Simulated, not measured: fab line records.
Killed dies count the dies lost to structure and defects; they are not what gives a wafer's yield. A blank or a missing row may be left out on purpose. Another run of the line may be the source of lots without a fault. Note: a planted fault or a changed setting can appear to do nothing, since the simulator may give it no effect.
Chamber matching -- flow gf180mcu -- rie diel-02 running GF_HV_LDD_ETCHBACK_58: 3 sister chambers
The step etches Si3N4 in CH3F/O2, stops on SiO2, time 100 s, target depth 90 nm. 3 wafers are shown with their chamber, then 7 later ones without.

WAFERS PAIRED WITH THEIR CHAMBERS
wafer,chamber,drypump motor current A (A)
L082.2,2,5.1
L082.3,1,5.7
L086.1,3,4.8

WAFERS WHOSE CHAMBER IS MISSING
wafer,drypump motor current A (A)
L086.3,5.1
L086.6,4.8
L091.1,5.7
L091.5,4.9
L091.6,5.1
L095.3,5.7
L095.4,4.8

EACH ONE'S CHAMBER
wafer,from the rows above,in truth
L086.3,2,2
L086.6,3,3
L091.1,1,1
L091.5,3,3
L091.6,2,2
L095.3,1,1
L095.4,3,3
Correct placement for 7 of the 7. Not placeable from these rows: 0. Placed wrongly: 0.
How it was worked out, from the rows above alone: a wafer's distance from a chamber is the root of the sum, over the readings, of the square of ((its reading less the chamber's mean) divided by the reading's scatter). If the next closest chamber is less than 2 further off than the closest, the wafer can't be placed; otherwise it belongs to the closest. The mean given for a chamber averages the wafers shown for that chamber. The scatter (one wafer shown for each chamber): square how far every hidden wafer sits from the nearest shown wafer, average those squares and take the square root.
